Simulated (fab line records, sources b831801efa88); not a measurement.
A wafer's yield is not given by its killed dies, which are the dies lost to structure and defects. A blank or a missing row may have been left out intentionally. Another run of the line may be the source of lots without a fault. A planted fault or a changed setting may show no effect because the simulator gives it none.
Chamber matching    flow gf180mcu    4 sister chambers for GF_POLY_GATE_ETCH_13 on rieSi-02
The step etches poly-Si in HBr/Cl2, stops on SiO2, target depth 198.5 nm, time 69.6 s. 4 wafers are shown with their chamber, then 7 later ones without.

WAFERS, EACH WITH ITS CHAMBER
wafer   chamber  drypumpMotorCurrentA (A)
L175.4  1        5.73
L178.2  0        4.94
L184.3  3        5.42
L184.4  2        5.63

WAFERS WITHOUT THEIR CHAMBER
wafer   drypumpMotorCurrentA (A)
L184.5  5.43
L186.2  5.64
L186.4  5.75
L186.5  5.61
L189.3  4.94
L189.4  5.74
L189.6  5.61

THE CHAMBER EACH PASSED THROUGH
wafer   from the rows above  in truth
L184.5  3                    3
L186.2  2                    2
L186.4  1                    1
L186.5  2                    2
L189.3  0                    0
L189.4  1                    1
L189.6  2                    2
Placed correctly: 7 of 7. Not placeable from these rows: 0. Wrongly placed: 0.
How it was worked out, from the rows above alone: a wafer's distance from a chamber is the root of the sum, over the readings, of the square of ((its reading less the chamber's mean) divided by the reading's scatter). The wafer belongs to the nearest chamber; if the next one is less than 2 further off, it can't be placed. The mean given for a chamber averages the wafers shown for that chamber. The scatter: root of mean squared gap, hidden wafer to nearest shown wafer, with one shown wafer a chamber.
